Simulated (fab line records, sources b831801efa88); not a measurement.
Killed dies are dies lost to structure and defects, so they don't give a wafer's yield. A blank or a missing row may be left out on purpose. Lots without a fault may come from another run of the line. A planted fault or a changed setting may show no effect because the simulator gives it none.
Problem report in the 8D (eight disciplines) form, filled by code | flow sky130 | the parts of the form that need people (team, actions taken, sign-off) are left out

1. THE PROBLEM
strip_time_to_endpoint_s at SKY_METAL2_STRIP_20 reads a mean of 5.21 s on 6 wafers of 2 lots; wafers without a fault read 2.69 s with a standard deviation of 0.036. That is +70 standard deviations from the usual mean.
The step: strips in O2/N2.
First seen on wafer L786.2, day 37 11:58, on plasma_asher-02. The record holds 33 wafers of 11 lots with a number at this step. Rule for "out", or "out of limits": more than 4 standard deviations from the usual mean. The other wafers with a number count as sound.

2. WHAT IT IS AND WHAT IT IS NOT
question                    | is                                       | is not
which readings at this step | strip_time_to_endpoint_s, oes_product_au | drypump_motor_current_A
which lots                  | L786, L787                               | L780, L781, L784, L785, L792, L798, L799, L800, L802
which wafers of those lots  | all that have a number                   | -
read on which tools         | plasma_asher-02                          | plasma_asher-03, plasma_asher-04
when                        | from day 37 11:58                        | up to then (12 sound wafers); but 15 sound wafers of L792, L798, L799, L800, L802 came after

3. SUSPECTS, AND WHAT RULES EACH OUT
Counting: a tool at a process step up to the reading stays a suspect if it ran every lot that is out and no sound lot after the first of them.
- pvd_sputter-04 at SKY_METAL2_SPUTTER_01 (material TiN, target thk 20 nm, time 16.7 s): ruled out as a lasting fault. Sound lots L798, L800, L802 ran on it after its first lot that is out, L786 (day 36 09:47).
- rie_metal-04 at SKY_METAL2_METAL_ETCH_19 (etches the open film in Cl2/BCl3, stops on SiO2, target depth 360 nm, time 78 s): ruled out as a lasting fault. Sound lots L798 ran on it after its first lot that is out, L786 (day 37 11:53).
- plasma_asher-02 at SKY_METAL2_STRIP_20 (strips in O2/N2): ruled out as a lasting fault. Sound lots L798, L800 ran on it after its first lot that is out, L786 (day 37 11:58).
Left after counting: nothing in the record.

4. THE CAUSE (what the simulator had put in)
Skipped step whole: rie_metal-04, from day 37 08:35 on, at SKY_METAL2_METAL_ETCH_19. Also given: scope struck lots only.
Counting ruled it out, wrongly: the rule takes a fault to strike every lot that its tool runs from its start on, and this one did not.

5. THE CHAIN OF EFFECTS, in route order
Each row: a reading whose mean over the struck wafers that have a number lies more than 3 standard deviations from the usual. Only readings for which the record gives a usual standard deviation are gone through. hours: the time from each lot's start at the first step in this table that gives one to its start at this step, as a median over the lots. sigmas: the change in usual standard deviations.
hours | step                  | reading                  | usual      | on struck wafers | change | sigmas
0     | SKY_METAL2_STRIP_20   | oes_product_au           | 0.343 a.u. | 0.445            | +0.102 | +20
0     | SKY_METAL2_STRIP_20   | strip_time_to_endpoint_s | 2.69 s     | 5.21             | +2.52  | +70
242   | SKY_PAD_OPEN_PROBE_99 | defect_limited_yield     | 82.4 %     | 0.0              | -82.4  | -43
242   | SKY_PAD_OPEN_PROBE_99 | killed_at_M0_to_M3       | 43         | 451              | +408   | +63
242   | SKY_PAD_OPEN_PROBE_99 | killed_dies              | 87         | 492              | +405   | +44
242   | SKY_PAD_OPEN_PROBE_99 | killed_on_rim            | 18         | 96               | +78    | +19
242   | SKY_PAD_OPEN_PROBE_99 | sort_bin_5_function      | 10.5 %     | 93.4             | +82.9  | +59
242   | SKY_PAD_OPEN_PROBE_99 | sort_n_pass              | 405        | 0                | -405   | -44
242   | SKY_PAD_OPEN_PROBE_99 | sort_yield_pct           | 82.4 %     | 0.0              | -82.4  | -43
The process steps in it:
- SKY_METAL2_STRIP_20: strips in O2/N2.
- SKY_PAD_OPEN_PROBE_99
Readings that are blank on the struck wafers while sound wafers have them: bcl3_flow_sccm at SKY_METAL2_METAL_ETCH_19; bias_w at SKY_METAL2_METAL_ETCH_19; drypump_motor_current_A at SKY_METAL2_METAL_ETCH_19; oes_product_au at SKY_METAL2_METAL_ETCH_19; throttle_valve_pct at SKY_METAL2_METAL_ETCH_19.

6. WHAT WOULD HAVE CAUGHT IT SOONER
In this record the first reading out of limits was taken at day 37 11:58, 3 hours after the fault began at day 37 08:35.
At SKY_METAL2_METAL_ETCH_19 the tool's readings are blank on the struck wafers, where sound wafers have them: an empty tool record is the first sign, and it was there at once.
